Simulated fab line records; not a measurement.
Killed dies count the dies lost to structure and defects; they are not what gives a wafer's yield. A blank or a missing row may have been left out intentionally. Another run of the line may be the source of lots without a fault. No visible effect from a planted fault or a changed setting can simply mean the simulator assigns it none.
A struck lot beside a sound one    flow sky130    16 out of 708 route steps
Sound: wafers L657.1, L657.2, L657.3. Struck: wafers L649.1, L649.5 (left out: L649.2, a lot-mate that was not struck); the cause follows at the end.
Order at every step that has rows: each side's tool, ch and its chambers, its first start. Under that, the readings that differ: sound wafers    struck wafers    difference of the means    sigmas: that difference in standard deviations of wafers without a fault.
alike: readings with means less than 2 such deviations apart, plus words and numbers identical on both sides. not compared: withheld readings, readings lacking a value on some wafer, bounds such as >300 that could conceal the same value, and numbers that have no deviation in the record and whose values overlap.
A row with sigmas, a row that says differs or no value, or rows on one side alone: a step with any of these is where the two part. Numbers that don't overlap but have no deviation are shown without sigmas and don't part them. Lack of a reading on every wafer of one side parts them only where that side has two or more wafers.

SKY_SD_N_OVL_MEAS_08:
  sound on overlay-01, day 34 18:30; struck on overlay-01, day 32 23:02
  alike: SD_N_OVL
then, 2 steps without rows for these wafers: SKY_SD_N_IMPLANT_09; SKY_SD_N_IMPLANT_10.
SKY_SD_N_STRIP_11: strips in O2/N2.
  sound on plasma asher-02 ch 0,1, day 34 18:50; struck on plasma asher-03 ch 0,1, day 32 23:22
reading                      sound        struck   difference  sigmas
drypump motor current A (A)  5.4 6.4 6.4  5.2 5.4  -0.8        -2
  alike: oes product au, strip time to endpoint s
  not compared: rf hours counter h
SKY_SD_N_TW_MEAS_12:
  sound on film metro-02, day 34 18:56; struck on film metro-04, day 32 23:28
  alike: SD_N_TW
then, 1 step without rows for these wafers: SKY_SD_N_CLEAN_13 (cleans in SC1/SC2, time 150 s).
SKY_SD_N_RTA_14: time 2 s.
  sound on rtp anneal-01 ch 0, day 34 19:03; struck on rtp anneal-01 ch 0, day 32 23:35
  alike: lamp power pct, wafer_temp_C_max
SKY_SD_N_RS_MEAS_16: measures by four-point-probe.
  sound on film metro-01, day 34 19:13; struck on film metro-02, day 32 23:45
  alike: SD_N_RS
SKY_SD_N_RS_MEAS_17: measures by four-point-probe.
  sound on film metro-01, day 34 19:20; struck on film metro-02, day 32 23:52
  alike: SD_P_RS
SKY_SD_N_RS_MEAS_18: measures by four-point-probe.
  sound on film metro-01, day 34 19:28; struck on film metro-02, day 32 23:59
  alike: RES_XHIGH_RS
then, 1 step without rows for these wafers: SKY_SALICIDE_CLEAN_00 (cleans in HF-last, time 30 s).
SKY_LI_CONTACT_HDPCVD_00: deposits PSG, target thk 930 nm, time 155 s.
  sound on hdpcvd-01 ch 0,1,2, day 34 19:36; struck on hdpcvd-02 ch 1, day 33 00:08
reading                                        sound              struck     difference  sigmas
model.PSG_of_LI_CONTACT_HDPCVD_00.thk nm (nm)  933.8 915.7 930.2  1257 1258  +331        
SKY_LI_CONTACT_THK_MEAS_01:
  sound on film metro-04, day 34 19:42; struck on film metro-01, day 33 00:14
reading                     sound        struck     difference  sigmas
LI_CONTACT_HDPCVD_THK (nm)  933 916 930  1257 1259  +332        +33
SKY_LI_CONTACT_CMP_02: polishes PSG.
  sound on cmp-02 ch 0,1,3, day 34 19:49; struck on cmp-01 ch 2, day 33 00:20
reading                 sound           struck     difference  sigmas
motor current A (A)     12.5 13.0 11.2  9.2 9.2    -3.0        -3
time to endpoint s (s)  28.3 28.3 30.2  65.1 65.0  +36.1       +15
  alike: head pressure psi
SKY_LI_CONTACT_BOW_MEAS_03:
  sound on film metro-02, day 34 20:04; struck on film metro-04, day 33 00:35
  alike: LI_CONTACT_BOW
-- a jump in the record: the struck wafers' starts before and after are 17 days apart (it breaks off in module LI_CONTACT and resumes in module PAD_OPEN, where the first step shown is number 708 of the route) --
SKY_PAD_OPEN_PROBE_99:
  sound on prober-01, day 50 16:02; struck on prober-02, day 49 13:16
  alike: killed_at_M0_to_M3, killed_at_M4_up, killed at contacts, killed at front end, killed at other, killed dies, killed open, killed short

WHERE THEY PART
Last at SKY_LI_CONTACT_CMP_02 as far as this record goes, first at SKY_SD_N_STRIP_11. Later steps at which nothing parts them and some readings are alike: SKY_LI_CONTACT_BOW_MEAS_03, SKY_PAD_OPEN_PROBE_99.

WHY: whatever the simulator had introduced
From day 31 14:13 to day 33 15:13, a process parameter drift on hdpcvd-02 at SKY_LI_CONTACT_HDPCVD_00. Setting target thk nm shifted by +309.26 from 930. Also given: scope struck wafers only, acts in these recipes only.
